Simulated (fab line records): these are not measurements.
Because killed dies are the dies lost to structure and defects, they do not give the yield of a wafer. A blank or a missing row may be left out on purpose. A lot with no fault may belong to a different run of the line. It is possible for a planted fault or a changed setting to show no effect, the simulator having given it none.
2 desks looking at one fault :: flow gf180mcu :: what lay behind the numbers comes last; until then each desk has only its own

AT THE METROLOGY DESK
What the gauges read for every lot (on any tool): the sampled wafers with a number, averaged. A lot is out of limits, marked OUT, if its mean lies more than 4 standard deviations from the usual mean; the brackets give that distance.
Columns: A = M3_ALCU_THK at GF_M3_THK_MEAS_06, usual 462 nm
lot: L106
first seen here: day 20 00:40
A: 465

lot: L107
first seen here: day 20 16:31
A: 464

lot: L108
first seen here: day 21 01:56
A: 464

lot: L110
first seen here: day 21 22:37
A: 453

lot: L112
first seen here: day 22 08:35
A: 462

lot: L113
first seen here: day 23 06:40
A: 475

lot: L114
first seen here: day 23 07:35
A: 462

lot: L116
first seen here: day 24 05:02
A: 460

lot: L121
first seen here: day 25 20:35
A: 456

lot: L122
first seen here: day 26 00:36
A: 457

lot: L125
first seen here: day 26 21:25
A: 463

lot: L127
first seen here: day 27 12:25
A: 465

lot: L128
first seen here: day 27 20:50
A: 464

lot: L129
first seen here: day 28 02:59
A: 463
This desk's finding: nothing out of limits on any of the 14 lots.

FOR THE TOOL OWNER'S DESK: litho_track-03
At GF_POLY_GATE_SOFTBAKE_06 (time 60 s), the tool's own readings, given per lot that ran on this tool as the mean of the sampled wafers with a number. A lot is out of limits, marked OUT, if its mean lies more than 4 standard deviations from the usual mean; the brackets give that distance.
Columns: A = heater_power_total_W at GF_POLY_GATE_SOFTBAKE_06, usual 92.20 W; B = run_length_s at GF_POLY_GATE_SOFTBAKE_06, usual 89.25 s
lot: L106
first seen here: day 8 14:00
A: 92.15
B: 89.39

lot: L108
first seen here: day 9 08:00
A: 92.24
B: 89.35

lot: L112
first seen here: day 10 08:00
A: 92.16
B: 89.32

lot: L113
first seen here: day 10 23:00
A: 92.27
B: 89.40

lot: L114
first seen here: day 11 01:00
A: 92.23
B: 89.41

lot: L121
first seen here: day 13 06:00
A: 94.63 (+35) OUT
B: 84.84 (-21) OUT

lot: L122
first seen here: day 13 10:00
A: 94.64 (+35) OUT
B: 84.98 (-20) OUT
This desk finds L121, L122 out of limits, L121 being first, at day 13 06:00 (heater_power_total_W at GF_POLY_GATE_SOFTBAKE_06). In limits: L106, L108, L112, L113, L114.

PUT TOGETHER
The tool owner's desk had the chance to raise an alarm at day 13 06:00 on L121, L122.
From the metrology desk's view, nothing was out of limits.
The metrology desk holds a record of L121, L122, inside its limits.
On litho_track-03, each named lot ran GF_POLY_GATE_SOFTBAKE_06.

WHAT WAS PUT IN BY THE SIMULATOR
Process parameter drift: litho_track-03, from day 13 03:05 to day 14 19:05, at GF_POLY_GATE_SOFTBAKE_06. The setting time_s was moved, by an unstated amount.
Shown lots that were struck: L121, L122.
How many hours passed from the start of the fault until each desk's first out-of-limits reading: the tool owner's desk, 3.
